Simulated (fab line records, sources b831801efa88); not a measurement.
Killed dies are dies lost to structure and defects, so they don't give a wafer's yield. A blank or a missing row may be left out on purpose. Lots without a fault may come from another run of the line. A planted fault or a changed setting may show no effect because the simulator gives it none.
fab line records | flow sky130
record lots=14 wafers=42 last_day=50
route steps=708 shown NWELL@77 VT_ADJUST_HVTP@92 VT_ADJUST_LVTN@115 VT_ADJUST_HVTR@139 PAD_OPEN@708
lots that met no fault: from a run of the same line without faults
start_h: hours from the record's first day to the start of the lot's first wafer shown | wait_h: hours since the lot's step before | " the same as in the row above | L1.1+2: a row that stands for several wafers | - no value, or no start given | * or withheld: withheld | < > ~ a bound
route shown NAME@n: a module of which the file shows steps, and the number in the route of the first | usual: mean/standard deviation of fault-free wafers | same: alike in all rows | chamber/n: place in a boat | sites: the reading at each site | _std_site: their standard deviation | _edge_site: outer sites' mean less inner sites' | radius_mm: how far each site lies from the wafer's centre | mask NAME#n: copy n | behind: the tool/chamber that last shaped the wafer | hold: why the lot was held/for how many hours/how that ended | device: the transistor (n, p or np) that didn't switch | end of line: the same wafers' tests at the end of the route | a step without rows: its recipe alone | killed: dies lost to structure and defects at the first sort, not the wafer's yield | map: a wafer's dies, x killed, . not, _ none there
set.NAME: the setting as run; set.NAME@STEP: as run at that earlier step | model.NAME: the simulator's own value behind a step, which no gauge read
steps of the route over a sample of lots; a table a step, a row a wafer
services: from which hour (start_h, from the record's first day; less than 0 if before it) a tool's chamber was out of use, for how many hours, and why
## steps
# step SKY_NWELL_IMPLANT_24
# recipe species=B energy_kev=140 dose_cm2=9.2e+12 tilt_deg=withheld
# usual beam_energy_keV=139.99/0.042 beam_on_s=10.00/0.2
# columns lot.wafer tool chamber start_h wait_h beam_energy_keV beam_on_s
L742.2 implanter-04 0 98.69 0.0 139.96 9.83
L742.3 " 0 " " 139.97 10.19
L742.6 " 0 " " 139.91 9.65
L743.1 implanter-02 0 104.56 0.0 140.03 9.96
L743.5 " 0 " " 140.05 10.05
L743.6 " 0 " " 140.07 10.26
L744.3 implanter-02 0 113.67 0.1 139.94 9.99
L744.4 " 0 " " 139.93 10.01
L744.5 " 0 " " 140.01 10.44
L745.1 implanter-04 0 119.46 0.0 139.98 10.01
L745.3 " 0 " " 139.91 10.00
L745.6 " 0 " " 139.94 10.04
L746.1 implanter-02 0 125.49 0.1 140.03 9.97
L746.4 " 0 " " 139.96 10.06
L746.6 " 0 " " 140.00 10.50
L747.1 implanter-02 0 130.19 0.0 139.98 10.34
L747.2 " 0 " " 139.99 9.82
L747.3 " 0 " " 139.97 10.11
L748.1 implanter-01 0 146.67 0.0 140.02 9.84
L748.3 " 0 " " 140.01 10.06
L748.6 " 0 " " 140.06 9.63
L749.1 implanter-04 0 161.51 0.0 140.08 9.94
L749.3 " 0 " " 140.00 9.94
L749.5 " 0 " " 140.04 10.09
L752.1 implanter-02 0 172.34 0.0 153.77 9.96
L752.2 " 0 " " 153.85 10.19
L752.6 " 0 " " 153.78 9.72
L753.1 implanter-02 0 176.89 0.0 153.84 9.90
L753.3 " 0 " " 153.82 10.00
L753.5 " 0 " " 153.84 9.98
L757.3 implanter-01 0 203.01 0.1 140.00 10.41
L757.5 " 0 " " 139.97 10.07
L757.6 " 0 " " 139.94 10.36
L762.1 implanter-04 0 225.69 0.0 140.00 9.86
L762.4 " 0 " " 140.02 10.33
L762.5 " 0 " " 140.04 10.26
L763.2 implanter-04 0 231.57 0.0 139.95 9.86
L763.3 " 0 " " 140.00 9.83
L763.6 " 0 " " 139.99 10.10
L765.1 implanter-01 0 240.24 0.0 140.07 9.77
L765.4 " 0 " " 140.03 10.02
L765.6 " 0 " " 140.07 9.77
# step SKY_VT_ADJUST_HVTP_CD_MEAS_07
# recipe target_cd_nm=380
# usual cd_nm=379.8/2.1
# columns lot.wafer tool chamber start_h wait_h cd_nm
L742.2 cd_sem-01 - 117.06 0.1 380.8
L742.3 " - " " 381.0
L742.6 " - " " 382.7
L743.1 cd_sem-02 - 123.13 0.1 382.8
L743.5 " - " " 381.3
L743.6 " - " " 381.9
L744.3 cd_sem-01 - 132.58 0.1 379.3
L744.4 " - " " 380.2
L744.5 " - " " 379.6
L745.1 cd_sem-01 - 138.98 0.1 375.7
L745.3 " - " " 375.0
L745.6 " - " " 374.3
L746.1 cd_sem-01 - 144.53 0.1 376.8
L746.4 " - " " 376.1
L746.6 " - " " 376.5
L747.1 cd_sem-02 - 149.84 0.1 380.4
L747.2 " - " " 379.5
L747.3 " - " " 380.0
L748.1 cd_sem-02 - 166.42 0.1 382.2
L748.3 " - " " 381.6
L748.6 " - " " 383.1
L749.1 cd_sem-01 - 181.69 0.1 375.2
L749.3 " - " " 379.1
L749.5 " - " " 376.2
L752.1 cd_sem-02 - 193.19 0.1 381.4
L752.2 " - " " 382.0
L752.6 " - " " 383.4
L753.1 cd_sem-01 - 198.23 0.1 379.4
L753.3 " - " " 379.7
L753.5 " - " " 375.2
L757.3 cd_sem-02 - 225.72 0.1 379.0
L757.5 " - " " 380.3
L757.6 " - " " 379.0
L762.1 cd_sem-01 - 248.78 0.1 378.3
L762.4 " - " " 377.8
L762.5 " - " " 378.3
L763.2 cd_sem-01 - 254.70 0.1 379.1
L763.3 " - " " 377.1
L763.6 " - " " 379.5
L765.1 cd_sem-01 - 264.28 0.1 382.2
L765.4 " - " " 381.8
L765.6 " - " " 379.1
# step SKY_VT_ADJUST_LVTN_OVL_MEAS_18
# usual VT_ADJUST_LVTN_01_OVL=1.3/1.2
# columns lot.wafer tool chamber start_h wait_h VT_ADJUST_LVTN_01_OVL[nm]
L742.2 overlay-01 - 155.93 0.1 1.7
L742.3 " - " " 3.0
L742.6 " - " " 0.1
L743.1 overlay-01 - 162.41 0.1 1.1
L743.5 " - " " 0.5
L743.6 " - " " 1.1
L744.3 overlay-01 - 171.32 0.1 2.5
L744.4 " - " " 2.2
L744.5 " - " " 1.9
L745.1 overlay-02 - 177.07 0.1 1.4
L745.3 " - " " 1.6
L745.6 " - " " 1.9
L746.1 overlay-01 - 184.34 0.1 1.1
L746.4 " - " " 0.1
L746.6 " - " " -0.8
L747.1 overlay-02 - 189.49 0.1 2.7
L747.2 " - " " 2.5
L747.3 " - " " 1.4
L748.1 overlay-02 - 208.97 0.1 1.1
L748.3 " - " " 0.2
L748.6 " - " " -0.7
L749.1 overlay-02 - 224.74 0.1 1.4
L749.3 " - " " 1.5
L749.5 " - " " 0.7
L752.1 overlay-02 - 237.37 0.1 0.3
L752.2 " - " " 0.0
L752.6 " - " " -0.2
L753.1 overlay-02 - 243.02 0.1 2.0
L753.3 " - " " 2.1
L753.5 " - " " 1.8
L757.3 overlay-02 - 271.87 0.1 1.8
L757.5 " - " " 2.1
L757.6 " - " " 3.2
L762.1 overlay-02 - 316.57 19.2 0.8
L762.4 " - " " 0.3
L762.5 " - " " 1.2
L763.2 overlay-02 - 317.34 12.4 0.7
L763.3 " - " " 0.1
L763.6 " - " " 0.6
L765.1 overlay-02 - 318.66 7.8 0.6
L765.4 " - " " 1.2
L765.6 " - " " 0.4
# step SKY_VT_ADJUST_HVTR_OVL_MEAS_08
# usual VT_ADJUST_HVTR_OVL=0.6/1.3
# columns lot.wafer tool chamber start_h wait_h VT_ADJUST_HVTR_OVL[nm]
L742.2 overlay-01 - 196.38 0.1 0.5
L742.3 " - " " 3.1
L742.6 " - " " 2.2
L743.1 overlay-01 - 203.99 0.1 0.5
L743.5 " - " " 0.6
L743.6 " - " " -1.0
L744.3 overlay-02 - 213.15 0.1 -0.4
L744.4 " - " " -0.4
L744.5 " - " " -0.1
L745.1 overlay-02 - 218.22 0.1 1.0
L745.3 " - " " 0.7
L745.6 " - " " 2.0
L746.1 overlay-02 - 227.19 0.1 1.7
L746.4 " - " " 0.6
L746.6 " - " " 1.5
L747.1 overlay-02 - 232.28 0.1 1.4
L747.2 " - " " 2.0
L747.3 " - " " 0.2
L748.1 overlay-02 - 254.50 0.1 3.7
L748.3 " - " " 2.5
L748.6 " - " " 1.2
L749.1 overlay-02 - 270.39 0.1 -2.6
L749.3 " - " " -1.5
L749.5 " - " " -1.5
L752.1 overlay-02 - 285.18 0.1 2.0
L752.2 " - " " -0.6
L752.6 " - " " 1.3
L753.1 overlay-02 - 290.79 0.1 0.7
L753.3 " - " " 0.8
L753.5 " - " " 1.8
L757.3 overlay-02 - 324.49 0.1 -0.6
L757.5 " - " " 1.1
L757.6 " - " " -0.6
L762.1 overlay-02 - 354.34 0.1 1.3
L762.4 " - " " 1.2
L762.5 " - " " 2.2
L763.2 overlay-02 - 361.73 0.1 -0.2
L763.3 " - " " 0.4
L763.6 " - " " -0.4
L765.1 overlay-02 - 369.23 0.1 1.7
L765.4 " - " " 0.1
L765.6 " - " " 1.2
# step SKY_PAD_OPEN_PROBE_99
# usual killed_at_M0_to_M3=44/7.7 killed_at_M4_up=3.0/1.9 killed_at_contacts=25/5.6 killed_at_front_end=15/4.6 killed_at_other=0.3/0.47 killed_dies=86/9.9 killed_open=47/7.4 killed_short=39/5.9
# same gross_dies=492 killed_at_back_side=0
# columns lot.wafer tool chamber start_h wait_h killed_at_M0_to_M3 killed_at_M4_up killed_at_contacts killed_at_front_end killed_at_other killed_dies killed_open killed_short
L752.1 prober-01 - 1151.86 0.1 35 4 24 10 0 73 45 28
L752.2 prober-01 - 1151.91 0.1 30 6 23 11 0 70 34 36
L752.6 prober-01 - 1152.11 0.2 40 3 15 14 0 72 35 37
# killed by level:class
L752.1 VIA1:geometric_particle:open=11 LI_CONTACT:geometric_particle:open=8 CONTACT:geometric_particle:open=8 FIELD_ISO:geometric_particle:open=5 VIA3:geometric_particle:open=5 VIA2:geometric_particle:open=4 LI_CONTACT:geometric_particle:short=4 METAL1:geometric_particle:short=3
L752.2 CONTACT:geometric_particle:open=6 CONTACT:geometric_particle:short=5 VIA1:geometric_particle:open=5 VIA2:geometric_particle:open=5 METAL2:geometric_particle:short=5 FIELD_ISO:geometric_particle:short=4 LI_CONTACT:geometric_particle:open=4 LOCAL_INTERCONNECT:geometric_particle:short=4
L752.6 METAL2:geometric_particle:short=10 POLY_GATE:geometric_particle:short=5 LOCAL_INTERCONNECT:geometric_particle:short=5 VIA1:geometric_particle:open=5 VIA2:geometric_particle:open=5 VIA3:geometric_particle:open=5 LI_CONTACT:geometric_particle:open=4 METAL1:geometric_particle:short=4
## services
# columns tool chamber start_h hours kind
implanter-04 - 156.60 2.2 repair
implanter-04 - 175.03 2.3 repair
implanter-02 - 219.22 1.9 repair
implanter-02 - 219.71 4.4 repair
## key
first_sign step=SKY_NWELL_IMPLANT_24 reading=beam_energy_keV direction=up sigmas=99+ usual=* struck=*
effect none on later readings
met_at SKY_NWELL_IMPLANT_24
struck_lots L752,L753
tester_left_out L752,L753
not_acting_at SKY_VT_ADJUST_HVTP_CD_MEAS_07,SKY_VT_ADJUST_LVTN_OVL_MEAS_18,SKY_VT_ADJUST_HVTR_OVL_MEAS_08
onset_between 130.19 172.34
fault kind=process_parameter_drift tool=implanter-02 chamber=- onset_h=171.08 steps=SKY_NWELL_IMPLANT_24 channel=energy_kev offset=* shape=step end_h=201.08 acts_in=* stated=*
# tester_left_out: of these lots the tester's yield and bins aren't shown, on N5 and GAA mostly nor the transistor test; their killed dies are dies lost to structure and defects alone, not to doping, threshold or leakage, so they don't give the yield
